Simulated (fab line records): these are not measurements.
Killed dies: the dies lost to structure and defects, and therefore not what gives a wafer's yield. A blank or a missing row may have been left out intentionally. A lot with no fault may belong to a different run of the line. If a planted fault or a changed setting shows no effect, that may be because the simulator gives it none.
Which of the tools did it? || flow gf180mcu || 72 wafers from 24 lots sampled at 5 of the route's 602 steps

## WHAT EACH GAUGE READ, for each wafer
GF_V1_CD_MEAS_14: the cd target is 260 nm. Usual: cdNm 259.8 nm, standard deviation 1.2.
{"lot": "L074", "measured": "day 18 15:05", "on": "cdSem-01", "cdNm (nm)": "259.7 260.6 260.9", "flag": ""}
{"lot": "L075", "measured": "day 18 18:51", "on": "cdSem-02", "cdNm (nm)": "261.2 262.2 261.8", "flag": ""}
{"lot": "L076", "measured": "day 19 07:12", "on": "cdSem-02", "cdNm (nm)": "262.7 261.5 261.9", "flag": ""}
{"lot": "L077", "measured": "day 19 19:05", "on": "cdSem-02", "cdNm (nm)": "262.9 260.4 261.0", "flag": ""}
{"lot": "L078", "measured": "day 19 20:28", "on": "cdSem-01", "cdNm (nm)": "260.1 258.4 259.9", "flag": ""}
{"lot": "L079", "measured": "day 20 01:04", "on": "cdSem-01", "cdNm (nm)": "259.0 259.0 258.0", "flag": ""}
{"lot": "L080", "measured": "day 20 14:29", "on": "cdSem-02", "cdNm (nm)": "259.9 259.8 259.9", "flag": ""}
{"lot": "L081", "measured": "day 21 04:20", "on": "cdSem-01", "cdNm (nm)": "258.9 258.7 259.9", "flag": ""}
{"lot": "L082", "measured": "day 21 06:22", "on": "cdSem-02", "cdNm (nm)": "259.3 259.7 259.2", "flag": ""}
{"lot": "L083", "measured": "day 21 15:00", "on": "cdSem-01", "cdNm (nm)": "258.8 260.1 260.2", "flag": ""}
{"lot": "L084", "measured": "day 21 17:43", "on": "cdSem-01", "cdNm (nm)": "259.2 259.6 259.4", "flag": ""}
{"lot": "L085", "measured": "day 22 09:53", "on": "cdSem-02", "cdNm (nm)": "260.7 260.5 260.8", "flag": ""}
{"lot": "L086", "measured": "day 22 19:01", "on": "cdSem-02", "cdNm (nm)": "258.4 260.2 260.0", "flag": ""}
{"lot": "L088", "measured": "day 23 03:20", "on": "cdSem-02", "cdNm (nm)": "257.1 257.5 257.0", "flag": ""}
{"lot": "L087", "measured": "day 23 05:26", "on": "cdSem-01", "cdNm (nm)": "260.9 261.3 260.7", "flag": ""}
{"lot": "L089", "measured": "day 23 16:32", "on": "cdSem-02", "cdNm (nm)": "258.7 257.4 257.6", "flag": ""}
{"lot": "L090", "measured": "day 24 01:05", "on": "cdSem-01", "cdNm (nm)": "259.9 259.9 259.4", "flag": ""}
{"lot": "L091", "measured": "day 24 09:53", "on": "cdSem-01", "cdNm (nm)": "259.6 259.9 259.0", "flag": ""}
{"lot": "L092", "measured": "day 24 14:23", "on": "cdSem-01", "cdNm (nm)": "258.4 259.3 259.5", "flag": ""}
{"lot": "L093", "measured": "day 25 02:01", "on": "cdSem-01", "cdNm (nm)": "258.1 259.3 259.6", "flag": ""}
{"lot": "L094", "measured": "day 25 09:57", "on": "cdSem-01", "cdNm (nm)": "260.5 259.9 260.8", "flag": ""}
{"lot": "L095", "measured": "day 25 11:04", "on": "cdSem-02", "cdNm (nm)": "260.1 261.2 261.7", "flag": ""}
{"lot": "L096", "measured": "day 25 17:07", "on": "cdSem-02", "cdNm (nm)": "260.7 259.8 258.2", "flag": ""}
{"lot": "L097", "measured": "day 26 01:56", "on": "cdSem-02", "cdNm (nm)": "260.6 259.3 260.8", "flag": ""}

GF_M2_OVL_MEAS_15. Usual: M2_OVL typically reads 2 nm, with standard deviation 5.
{"lot": "L074", "measured": "day 19 17:42", "on": "overlay-01", "M2_OVL (nm)": "5 3 1", "flag": ""}
{"lot": "L075", "measured": "day 19 21:05", "on": "overlay-01", "M2_OVL (nm)": "4 8 7", "flag": ""}
{"lot": "L076", "measured": "day 20 09:44", "on": "overlay-02", "M2_OVL (nm)": "-6 7 3", "flag": ""}
{"lot": "L077", "measured": "day 20 21:12", "on": "overlay-01", "M2_OVL (nm)": "2 0 -2", "flag": ""}
{"lot": "L078", "measured": "day 20 22:36", "on": "overlay-02", "M2_OVL (nm)": "5 -1 4", "flag": ""}
{"lot": "L079", "measured": "day 21 03:10", "on": "overlay-02", "M2_OVL (nm)": "5 4 4", "flag": ""}
{"lot": "L080", "measured": "day 21 15:28", "on": "overlay-01", "M2_OVL (nm)": "-2 0 -1", "flag": ""}
{"lot": "L081", "measured": "day 22 05:58", "on": "overlay-01", "M2_OVL (nm)": "1 2 2", "flag": ""}
{"lot": "L082", "measured": "day 22 07:15", "on": "overlay-01", "M2_OVL (nm)": "2 0 2", "flag": ""}
{"lot": "L083", "measured": "day 22 15:44", "on": "overlay-02", "M2_OVL (nm)": "0 -1 -1", "flag": ""}
{"lot": "L084", "measured": "day 22 18:13", "on": "overlay-02", "M2_OVL (nm)": "13 13 4", "flag": ""}
{"lot": "L085", "measured": "day 23 09:54", "on": "overlay-02", "M2_OVL (nm)": "4 -5 4", "flag": ""}
{"lot": "L086", "measured": "day 23 19:30", "on": "overlay-02", "M2_OVL (nm)": "13 1 10", "flag": ""}
{"lot": "L088", "measured": "day 24 03:05", "on": "overlay-02", "M2_OVL (nm)": "1 0 2", "flag": ""}
{"lot": "L087", "measured": "day 24 06:11", "on": "overlay-02", "M2_OVL (nm)": "8 5 2", "flag": ""}
{"lot": "L089", "measured": "day 24 16:38", "on": "overlay-01", "M2_OVL (nm)": "-11 4 6", "flag": ""}
{"lot": "L090", "measured": "day 25 00:50", "on": "overlay-02", "M2_OVL (nm)": "0 -3 2", "flag": ""}
{"lot": "L091", "measured": "day 25 08:56", "on": "overlay-01", "M2_OVL (nm)": "12 8 5", "flag": ""}
{"lot": "L092", "measured": "day 25 13:54", "on": "overlay-01", "M2_OVL (nm)": "5 -1 -5", "flag": ""}
{"lot": "L093", "measured": "day 26 00:43", "on": "overlay-01", "M2_OVL (nm)": "-8 -3 -4", "flag": ""}
{"lot": "L094", "measured": "day 26 08:16", "on": "overlay-02", "M2_OVL (nm)": "6 6 9", "flag": ""}
{"lot": "L095", "measured": "day 26 09:11", "on": "overlay-02", "M2_OVL (nm)": "1 -5 -2", "flag": ""}
{"lot": "L096", "measured": "day 26 15:58", "on": "overlay-02", "M2_OVL (nm)": "-5 0 2", "flag": ""}
{"lot": "L097", "measured": "day 27 00:34", "on": "overlay-02", "M2_OVL (nm)": "-3 3 2", "flag": ""}

GF_V2_THK_MEAS_25: measures by xrf. Usual: V2_W_THK typically reads 359 nm, with standard deviation 6.3.
{"lot": "L074", "measured": "day 20 20:48", "on": "filmMetro-03", "V2_W_THK (nm)": "360 359 367", "flag": ""}
{"lot": "L075", "measured": "day 20 23:37", "on": "filmMetro-02", "V2_W_THK (nm)": "357 363 351", "flag": ""}
{"lot": "L076", "measured": "day 21 12:32", "on": "filmMetro-03", "V2_W_THK (nm)": "349 350 354", "flag": ""}
{"lot": "L077", "measured": "day 21 23:48", "on": "filmMetro-02", "V2_W_THK (nm)": "365 357 352", "flag": ""}
{"lot": "L078", "measured": "day 22 00:59", "on": "filmMetro-02", "V2_W_THK (nm)": "353 358 353", "flag": ""}
{"lot": "L079", "measured": "day 22 04:38", "on": "filmMetro-02", "V2_W_THK (nm)": "355 361 351", "flag": ""}
{"lot": "L080", "measured": "day 22 17:10", "on": "filmMetro-03", "V2_W_THK (nm)": "363 360 374", "flag": ""}
{"lot": "L081", "measured": "day 23 07:21", "on": "filmMetro-03", "V2_W_THK (nm)": "365 365 363", "flag": ""}
{"lot": "L082", "measured": "day 23 08:44", "on": "filmMetro-01", "V2_W_THK (nm)": "358 361 357", "flag": ""}
{"lot": "L083", "measured": "day 23 16:04", "on": "filmMetro-03", "V2_W_THK (nm)": "358 363 359", "flag": ""}
{"lot": "L084", "measured": "day 23 19:13", "on": "filmMetro-03", "V2_W_THK (nm)": "362 350 360", "flag": ""}
{"lot": "L085", "measured": "day 24 10:20", "on": "filmMetro-03", "V2_W_THK (nm)": "366 358 363", "flag": ""}
{"lot": "L086", "measured": "day 24 20:07", "on": "filmMetro-02", "V2_W_THK (nm)": "347 351 348", "flag": ""}
{"lot": "L088", "measured": "day 25 03:22", "on": "filmMetro-03", "V2_W_THK (nm)": "361 361 360", "flag": ""}
{"lot": "L087", "measured": "day 25 06:07", "on": "filmMetro-02", "V2_W_THK (nm)": "368 368 357", "flag": ""}
{"lot": "L089", "measured": "day 25 16:24", "on": "filmMetro-02", "V2_W_THK (nm)": "351 353 355", "flag": ""}
{"lot": "L090", "measured": "day 26 00:29", "on": "filmMetro-03", "V2_W_THK (nm)": "363 359 373", "flag": ""}
{"lot": "L091", "measured": "day 26 08:11", "on": "filmMetro-03", "V2_W_THK (nm)": "356 357 360", "flag": ""}
{"lot": "L092", "measured": "day 26 12:32", "on": "filmMetro-03", "V2_W_THK (nm)": "354 354 352", "flag": ""}
{"lot": "L093", "measured": "day 26 23:29", "on": "filmMetro-02", "V2_W_THK (nm)": "360 357 353", "flag": ""}
{"lot": "L094", "measured": "day 27 07:29", "on": "filmMetro-03", "V2_W_THK (nm)": "363 358 359", "flag": ""}
{"lot": "L095", "measured": "day 27 08:43", "on": "filmMetro-01", "V2_W_THK (nm)": "354 366 368", "flag": ""}
{"lot": "L096", "measured": "day 27 15:05", "on": "filmMetro-03", "V2_W_THK (nm)": "354 367 358", "flag": ""}
{"lot": "L097", "measured": "day 27 22:53", "on": "filmMetro-01", "V2_W_THK (nm)": "367 365 353", "flag": ""}

GF_M3_CD_MEAS_14: the cd target is 280 nm. Usual: cdNm 279.7 nm, standard deviation 1.3.
{"lot": "L074", "measured": "day 21 21:26", "on": "cdSem-02", "cdNm (nm)": "281.5 280.7 281.8", "flag": ""}
{"lot": "L075", "measured": "day 21 23:47", "on": "cdSem-01", "cdNm (nm)": "281.5 281.7 280.9", "flag": ""}
{"lot": "L076", "measured": "day 22 12:40", "on": "cdSem-02", "cdNm (nm)": "278.0 278.6 279.2", "flag": ""}
{"lot": "L077", "measured": "day 22 23:28", "on": "cdSem-02", "cdNm (nm)": "281.5 282.6 283.1", "flag": ""}
{"lot": "L078", "measured": "day 23 00:42", "on": "cdSem-01", "cdNm (nm)": "280.9 281.1 281.0", "flag": ""}
{"lot": "L079", "measured": "day 23 04:07", "on": "cdSem-02", "cdNm (nm)": "279.1 278.4 279.2", "flag": ""}
{"lot": "L080", "measured": "day 23 16:13", "on": "cdSem-01", "cdNm (nm)": "279.0 280.2 279.3", "flag": ""}
{"lot": "L081", "measured": "day 24 06:13", "on": "cdSem-01", "cdNm (nm)": "280.3 280.4 278.9", "flag": ""}
{"lot": "L082", "measured": "day 24 07:12", "on": "cdSem-02", "cdNm (nm)": "279.6 279.4 280.3", "flag": ""}
{"lot": "L083", "measured": "day 24 14:41", "on": "cdSem-01", "cdNm (nm)": "279.2 278.9 278.0", "flag": ""}
{"lot": "L084", "measured": "day 24 16:55", "on": "cdSem-01", "cdNm (nm)": "279.5 278.8 277.9", "flag": ""}
{"lot": "L085", "measured": "day 25 08:28", "on": "cdSem-01", "cdNm (nm)": "279.4 281.2 279.8", "flag": ""}
{"lot": "L086", "measured": "day 25 17:28", "on": "cdSem-01", "cdNm (nm)": "279.9 280.6 281.8", "flag": ""}
{"lot": "L088", "measured": "day 26 00:52", "on": "cdSem-02", "cdNm (nm)": "281.1 281.3 280.5", "flag": ""}
{"lot": "L087", "measured": "day 26 02:37", "on": "cdSem-01", "cdNm (nm)": "280.0 280.6 279.2", "flag": ""}
{"lot": "L089", "measured": "day 26 13:22", "on": "cdSem-01", "cdNm (nm)": "279.8 280.3 279.5", "flag": ""}
{"lot": "L090", "measured": "day 26 21:24", "on": "cdSem-01", "cdNm (nm)": "279.9 278.8 279.8", "flag": ""}
{"lot": "L091", "measured": "day 27 05:19", "on": "cdSem-01", "cdNm (nm)": "279.0 279.7 278.6", "flag": ""}
{"lot": "L092", "measured": "day 27 09:39", "on": "cdSem-02", "cdNm (nm)": "279.4 278.9 280.0", "flag": ""}
{"lot": "L093", "measured": "day 27 20:13", "on": "cdSem-02", "cdNm (nm)": "278.1 277.5 277.7", "flag": ""}
{"lot": "L094", "measured": "day 28 04:10", "on": "cdSem-01", "cdNm (nm)": "279.8 279.5 280.4", "flag": ""}
{"lot": "L095", "measured": "day 28 05:07", "on": "cdSem-01", "cdNm (nm)": "278.5 279.8 279.9", "flag": ""}
{"lot": "L096", "measured": "day 28 10:46", "on": "cdSem-02", "cdNm (nm)": "277.8 278.3 277.7", "flag": ""}
{"lot": "L097", "measured": "day 28 19:05", "on": "cdSem-02", "cdNm (nm)": "278.9 279.5 279.9", "flag": ""}

## WHICH TOOL RAN EACH LOT (tool, then ch and the chambers of the sampled wafers, then the start)
{"lot": "L074", "GF_M3_SPUTTER_02": "pvdSputter-02, day 20 21:17"}
{"lot": "L075", "GF_M3_SPUTTER_02": "pvdSputter-04, day 21 00:06"}
{"lot": "L076", "GF_M3_SPUTTER_02": "pvdSputter-04, day 21 13:01"}
{"lot": "L077", "GF_M3_SPUTTER_02": "pvdSputter-04, day 22 00:17"}
{"lot": "L078", "GF_M3_SPUTTER_02": "pvdSputter-03, day 22 01:28"}
{"lot": "L079", "GF_M3_SPUTTER_02": "pvdSputter-02, day 22 05:07"}
{"lot": "L080", "GF_M3_SPUTTER_02": "pvdSputter-02, day 22 17:37"}
{"lot": "L081", "GF_M3_SPUTTER_02": "pvdSputter-02, day 23 08:01"}
{"lot": "L082", "GF_M3_SPUTTER_02": "pvdSputter-02, day 23 09:23"}
{"lot": "L083", "GF_M3_SPUTTER_02": "pvdSputter-02, day 23 16:33"}
{"lot": "L084", "GF_M3_SPUTTER_02": "pvdSputter-02, day 23 19:43"}
{"lot": "L085", "GF_M3_SPUTTER_02": "pvdSputter-04, day 24 10:49"}
{"lot": "L086", "GF_M3_SPUTTER_02": "pvdSputter-03, day 24 20:36"}
{"lot": "L088", "GF_M3_SPUTTER_02": "pvdSputter-03, day 25 03:51"}
{"lot": "L087", "GF_M3_SPUTTER_02": "pvdSputter-04, day 25 06:36"}
{"lot": "L089", "GF_M3_SPUTTER_02": "pvdSputter-02, day 25 16:53"}
{"lot": "L090", "GF_M3_SPUTTER_02": "pvdSputter-03, day 26 00:59"}
{"lot": "L091", "GF_M3_SPUTTER_02": "pvdSputter-02, day 26 08:39"}
{"lot": "L092", "GF_M3_SPUTTER_02": "pvdSputter-04, day 26 13:01"}
{"lot": "L093", "GF_M3_SPUTTER_02": "pvdSputter-02, day 26 23:59"}
{"lot": "L094", "GF_M3_SPUTTER_02": "pvdSputter-04, day 27 07:57"}
{"lot": "L095", "GF_M3_SPUTTER_02": "pvdSputter-02, day 27 09:12"}
{"lot": "L096", "GF_M3_SPUTTER_02": "pvdSputter-03, day 27 15:34"}
{"lot": "L097", "GF_M3_SPUTTER_02": "pvdSputter-02, day 27 23:22"}
- GF_M3_SPUTTER_02: material AlCu, target thk 450 nm, time 23.9 s.

## AS READ BY THE TOOLS THEMSELVES (means over the sampled wafers that have a number; for cases with no such wafer, the mark the record gives instead)
GF_M3_SPUTTER_02. Usual: throttleValvePct 30.2 %, standard deviation 1.
{"lot": "L074", "tool": "pvdSputter-02", "throttleValvePct (%)": 31.2, "flag": ""}
{"lot": "L075", "tool": "pvdSputter-04", "throttleValvePct (%)": 29.9, "flag": ""}
{"lot": "L076", "tool": "pvdSputter-04", "throttleValvePct (%)": 29.0, "flag": ""}
{"lot": "L077", "tool": "pvdSputter-04", "throttleValvePct (%)": 30.0, "flag": ""}
{"lot": "L078", "tool": "pvdSputter-03", "throttleValvePct (%)": 30.0, "flag": ""}
{"lot": "L079", "tool": "pvdSputter-02", "throttleValvePct (%)": 31.4, "flag": ""}
{"lot": "L080", "tool": "pvdSputter-02", "throttleValvePct (%)": 30.2, "flag": ""}
{"lot": "L081", "tool": "pvdSputter-02", "throttleValvePct (%)": 31.1, "flag": ""}
{"lot": "L082", "tool": "pvdSputter-02", "throttleValvePct (%)": 31.0, "flag": ""}
{"lot": "L083", "tool": "pvdSputter-02", "throttleValvePct (%)": 30.9, "flag": ""}
{"lot": "L084", "tool": "pvdSputter-02", "throttleValvePct (%)": 31.0, "flag": ""}
{"lot": "L085", "tool": "pvdSputter-04", "throttleValvePct (%)": 29.8, "flag": ""}
{"lot": "L086", "tool": "pvdSputter-03", "throttleValvePct (%)": 29.7, "flag": ""}
{"lot": "L088", "tool": "pvdSputter-03", "throttleValvePct (%)": 30.0, "flag": ""}
{"lot": "L087", "tool": "pvdSputter-04", "throttleValvePct (%)": 29.8, "flag": ""}
{"lot": "L089", "tool": "pvdSputter-02", "throttleValvePct (%)": 30.4, "flag": ""}
{"lot": "L090", "tool": "pvdSputter-03", "throttleValvePct (%)": 30.1, "flag": ""}
{"lot": "L091", "tool": "pvdSputter-02", "throttleValvePct (%)": 30.7, "flag": ""}
{"lot": "L092", "tool": "pvdSputter-04", "throttleValvePct (%)": 29.0, "flag": ""}
{"lot": "L093", "tool": "pvdSputter-02", "throttleValvePct (%)": 30.4, "flag": ""}
{"lot": "L094", "tool": "pvdSputter-04", "throttleValvePct (%)": 30.6, "flag": ""}
{"lot": "L095", "tool": "pvdSputter-02", "throttleValvePct (%)": 30.9, "flag": ""}
{"lot": "L096", "tool": "pvdSputter-03", "throttleValvePct (%)": 29.1, "flag": ""}
{"lot": "L097", "tool": "pvdSputter-02", "throttleValvePct (%)": 30.8, "flag": ""}

## THE ANSWER, worked out from the rows above alone
Rule: a lot counts as off when the mean over its wafers that have a number is more than 3 standard deviations away from the usual mean. Also off: a lot with no number at a reading for which 4 or more lots have one. The other lots that the step has rows for count as sound. The gauges are gone through in route order, then the tools' own readings, and for those a lot's mean is taken as printed above. The first step at which some lot is off is used, and at that step the reading that is off furthest; a lot without a number counts as furthest.
No lot is off at any reading shown: from this, nothing can be told.

## WHAT HAD BEEN PUT IN BY THE SIMULATOR
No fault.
